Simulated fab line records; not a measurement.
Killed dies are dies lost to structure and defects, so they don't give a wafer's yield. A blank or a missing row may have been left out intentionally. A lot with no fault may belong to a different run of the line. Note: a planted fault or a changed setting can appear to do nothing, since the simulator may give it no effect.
Struck lot and sound lot, side by side | flow sky130 | 22 out of 708 route steps
Sound: wafers L620.4, L620.5, L620.6. Wafers L631.1, L631.2, L631.6 were the ones struck. At the end, the cause is stated.
Each step with rows lists, per side, the tool, then ch with its chambers, then its first start. Under that, the readings that differ: sound wafers | struck wafers | difference of the means | sigmas: that difference in standard deviations of wafers without a fault.
alike: a reading whose means differ by less than 2 such deviations, as well as words and numbers matching on both sides. not compared: withheld readings; readings where some wafer has no value; bounds like >300 that might hide an equal value; numbers whose values overlap and for which the record gives no deviation.
A row with sigmas, a row that says differs or no value, or rows on one side alone: a step with any of these is where the two part. When numbers do not overlap yet have no deviation, they are printed without sigmas and do not part them. A reading missing from all wafers of one side parts the sides only when that side holds two or more wafers.

first, 5 steps without rows for these wafers: SKY_LDD_P_COAT_02 (resist thk 1140 nm); SKY_LDD_P_SOFTBAKE_03 (time 60 s); SKY_LDD_P_EXPOSE_04 (exposes mask PSDM, target cd 380 nm); SKY_LDD_P_PEB_05; SKY_LDD_P_DEVELOP_06 (develop time 60.99 s).
SKY_LDD_P_CD_MEAS_07: the cd target is 380 nm.
  sound: cd sem-02 at day 19 18:16; struck: cd sem-02 at day 23 17:26
  reading    | sound             | struck            | difference | sigmas
  cd nm (nm) | 379.9 381.8 382.6 | 376.3 377.0 375.7 | -5.1       | -2
SKY_LDD_P_OVL_MEAS_08:
  sound: overlay-02 at day 19 18:20; struck: overlay-02 at day 23 17:33
  alike: LDD_P_OVL
after that, 1 step had no rows for these wafers: SKY_LDD_P_IMPLANT_09.
SKY_LDD_P_STRIP_10: strips in O2/N2.
  sound on plasma asher-04 ch 0,1, day 19 18:32; struck on plasma asher-04 ch 0,1, day 23 17:44
  alike: drypump motor current A, oes product au, strip time to endpoint s
  not compared: rf hours counter h
SKY_LDD_P_TW_MEAS_11:
  sound: film metro-03 at day 19 18:38; struck: film metro-03 at day 23 17:50
  alike: LDD_P_TW
then, 2 steps without rows for these wafers: SKY_LDD_HVN_DEHYDRATE_00 (time 60 s); SKY_LDD_HVN_HMDS_01 (prime time 60 s).
SKY_LDD_HVN_COAT_02: resist thk 300 nm.
  sound on litho track-03 ch 0, day 20 10:35; struck on litho track-03 ch 0, day 24 09:07
  reading                                      | sound                | struck               | difference | sigmas
  spin speed rpm (rpm)                         | 2998.8 3001.2 2998.0 | 3147.0 3148.0 3147.4 | +148.1     | +67
  model.NOVOLAK_of_LDD_HVN_COAT_02.thk nm (nm) | 299.7 300.5 299.9    | 294.5 294.4 293.6    | -5.9       |
then, 3 steps without rows for these wafers: SKY_LDD_HVN_SOFTBAKE_03 (time 60 s); SKY_LDD_HVN_EXPOSE_04 (exposes mask HVNTM, target cd 700 nm); SKY_LDD_HVN_PEB_05.
SKY_LDD_HVN_DEVELOP_06: develop time 60 s.
  sound on litho track-03 ch 0, day 21 01:41; struck on litho track-02 ch 0, day 24 23:49
  reading                                      | sound             | struck          | difference | sigmas
  model.NOVOLAK_of_LDD_HVN_COAT_02.thk nm (nm) | 299.3 300.1 299.5 | 294.1 294 293.2 | -5.9       |
SKY_LDD_HVN_OVL_MEAS_07:
  sound: overlay-02 at day 21 01:47; struck: overlay-01 at day 24 23:58
  alike: LDD_HVN_OVL
after that, 1 step had no rows for these wafers: SKY_LDD_HVN_IMPLANT_08.
SKY_LDD_HVN_STRIP_09: strips in O2/N2.
  sound on plasma asher-03 ch 0,1, day 21 01:59; struck on plasma asher-01 ch 0,1, day 25 00:09
  reading                      | sound             | struck            | difference | sigmas
  strip time to endpoint s (s) | 4.131 4.128 4.138 | 4.051 4.054 4.049 | -0.081     | -6
  alike: drypump motor current A, oes product au
  not compared: rf hours counter h
SKY_LDD_HVN_TW_MEAS_10:
  sound: film metro-01 at day 21 02:05; struck: film metro-03 at day 25 00:15
  alike: LDD_HVN_TW
SKY_PAD_OPEN_PROBE_99:
  rows exist in the record for the sound wafers here (prober-02, day 46 07:31), none for the struck ones

WHERE THEY PART
First at SKY_LDD_P_CD_MEAS_07; last, within this record, at SKY_PAD_OPEN_PROBE_99.

WHY: whatever the simulator had introduced
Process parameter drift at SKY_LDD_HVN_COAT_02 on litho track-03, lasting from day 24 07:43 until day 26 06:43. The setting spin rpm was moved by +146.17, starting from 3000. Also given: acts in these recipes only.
